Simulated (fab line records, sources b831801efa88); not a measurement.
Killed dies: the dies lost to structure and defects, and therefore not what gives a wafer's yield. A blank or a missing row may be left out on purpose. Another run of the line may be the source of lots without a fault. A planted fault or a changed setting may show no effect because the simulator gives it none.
Which of the tools did it? / flow sky130 / 24 lots with 72 wafers sampled at 2 steps, on a route of 708 steps

== WHAT EACH GAUGE READ, for each wafer ==
SKY_FIELD_ISO_CD_MEAS_13 targets a cd of 150 nm.
lot=L074; measured=day 2 04:25; on=cd-sem-01; cd-nm (nm)=150.8 148.6 149.2
lot=L075; measured=day 2 08:59; on=cd-sem-01; cd-nm (nm)=148.7 147.1 148.7
lot=L076; measured=day 2 15:59; on=cd-sem-02; cd-nm (nm)=149.6 151.2 149.6
lot=L077; measured=day 2 20:14; on=cd-sem-02; cd-nm (nm)=151.6 151.3 151.8
lot=L078; measured=day 3 01:25; on=cd-sem-01; cd-nm (nm)=149.5 150.6 151.6
lot=L079; measured=day 3 07:22; on=cd-sem-01; cd-nm (nm)=148.0 147.6 146.4
lot=L080; measured=day 3 10:44; on=cd-sem-01; cd-nm (nm)=151.2 151.3 149.9
lot=L081; measured=day 3 19:52; on=cd-sem-02; cd-nm (nm)=148.7 152.0 152.1
lot=L082; measured=day 4 02:43; on=cd-sem-02; cd-nm (nm)=149.7 147.5 149.4
lot=L083; measured=day 4 02:44; on=cd-sem-01; cd-nm (nm)=151.5 154.0 152.3
lot=L084; measured=day 4 11:53; on=cd-sem-01; cd-nm (nm)=151.7 152.8 152.7
lot=L085; measured=day 4 12:28; on=cd-sem-02; cd-nm (nm)=152.0 151.6 152.8
lot=L087; measured=day 5 00:05; on=cd-sem-02; cd-nm (nm)=149.2 148.1 149.3
lot=L086; measured=day 5 00:17; on=cd-sem-01; cd-nm (nm)=150.5 151.3 150.6
lot=L088; measured=day 5 06:08; on=cd-sem-02; cd-nm (nm)=150.5 151.4 151.7
lot=L089; measured=day 5 11:41; on=cd-sem-01; cd-nm (nm)=150.1 151.1 150.3
lot=L090; measured=day 5 17:02; on=cd-sem-02; cd-nm (nm)=146.9 147.6 149.7
lot=L091; measured=day 5 23:53; on=cd-sem-02; cd-nm (nm)=149.4 149.2 149.4
lot=L092; measured=day 6 06:17; on=cd-sem-02; cd-nm (nm)=151.3 149.5 150.8
lot=L093; measured=day 6 08:14; on=cd-sem-02; cd-nm (nm)=147.9 148.4 147.8
lot=L094; measured=day 6 14:16; on=cd-sem-02; cd-nm (nm)=149.2 149.4 148.5
lot=L095; measured=day 6 20:02; on=cd-sem-02; cd-nm (nm)=148.7 151.4 148.2
lot=L096; measured=day 6 23:08; on=cd-sem-01; cd-nm (nm)=148.9 149.8 148.4
lot=L097; measured=day 7 04:21; on=cd-sem-02; cd-nm (nm)=152.5 151.8 151.4

SKY_METAL1_THK_MEAS_06: measures by xrf.
lot=L074; measured=day 31 23:47; on=film-metro-03; METAL1_ALCU_THK (nm)=255 251 250
lot=L075; measured=day 32 09:04; on=film-metro-03; METAL1_ALCU_THK (nm)=260 255 252
lot=L076; measured=day 32 14:09; on=film-metro-01; METAL1_ALCU_THK (nm)=249 257 248
lot=L077; measured=day 33 10:37; on=film-metro-01; METAL1_ALCU_THK (nm)=250 248 251
lot=L078; measured=day 34 09:29; on=film-metro-02; METAL1_ALCU_THK (nm)=251 257 253
lot=L079; measured=day 34 18:15; on=film-metro-03; METAL1_ALCU_THK (nm)=250 250 255
lot=L080; measured=day 34 17:52; on=film-metro-02; METAL1_ALCU_THK (nm)=252 259 251
lot=L081; measured=day 35 09:20; on=film-metro-01; METAL1_ALCU_THK (nm)=257 251 253
lot=L082; measured=day 35 11:39; on=film-metro-03; METAL1_ALCU_THK (nm)=251 251 248
lot=L083; measured=day 35 13:34; on=film-metro-01; METAL1_ALCU_THK (nm)=260 253 258
lot=L084; measured=day 35 14:42; on=film-metro-03; METAL1_ALCU_THK (nm)=250 253 254
lot=L085; measured=day 35 14:22; on=film-metro-01; METAL1_ALCU_THK (nm)=254 254 255
lot=L087; measured=day 36 04:02; on=film-metro-01; METAL1_ALCU_THK (nm)=251 251 249
lot=L086; measured=day 36 10:22; on=film-metro-01; METAL1_ALCU_THK (nm)=255 247 250
lot=L088; measured=day 37 04:29; on=film-metro-03; METAL1_ALCU_THK (nm)=252 255 254
lot=L089; measured=day 37 00:01; on=film-metro-01; METAL1_ALCU_THK (nm)=250 256 256
lot=L090; measured=day 37 12:49; on=film-metro-02; METAL1_ALCU_THK (nm)=252 251 252
lot=L091; measured=day 37 15:28; on=film-metro-02; METAL1_ALCU_THK (nm)=250 256 250
lot=L092; measured=day 37 18:32; on=film-metro-02; METAL1_ALCU_THK (nm)=255 254 251
lot=L093; measured=day 37 20:16; on=film-metro-02; METAL1_ALCU_THK (nm)=246 249 246
lot=L094; measured=day 38 00:53; on=film-metro-01; METAL1_ALCU_THK (nm)=250 248 248
lot=L095; measured=day 38 21:18; on=film-metro-02; METAL1_ALCU_THK (nm)=252 252 253
lot=L096; measured=day 38 22:34; on=film-metro-01; METAL1_ALCU_THK (nm)=246 248 251
lot=L097; measured=day 39 00:40; on=film-metro-01; METAL1_ALCU_THK (nm)=253 253 258

== TOOL THAT RAN EACH LOT (tool first, then ch and the chambers of the sampled wafers, then the start) ==
Before these readings, the record contains no process step.

== AS READ BY THE TOOLS THEMSELVES (means over the sampled wafers that have a number; for cases with no such wafer, the mark the record gives instead) ==
The record holds no such reading with a usual standard deviation.

== THE ANSWER, worked out from the rows above alone ==
Rule: the lots themselves supply what counts as usual. Put in order of their means at a reading, lots are off if they are a third of the lots or fewer, leave a main group of 4 or more, and stand apart from it by a gap of 3 or more times the standard deviation of the main group's means; of several such gaps the widest counts. A main group is skipped when, at the precision printed for the reading in the tables above, its means are all equal. A lot without any number at a reading at which 4 lots or more have one is off too. Any other lot the step has rows for is counted as sound. The gauges are gone through in route order, then the tools' own readings, and for those a lot's mean is taken as printed above. At the first step where some lot is off, the reading lying furthest off is the one used; lots without a number count as furthest.
No lot is off at any reading shown: from this, nothing can be told.

== WHAT HAD BEEN PUT IN BY THE SIMULATOR ==
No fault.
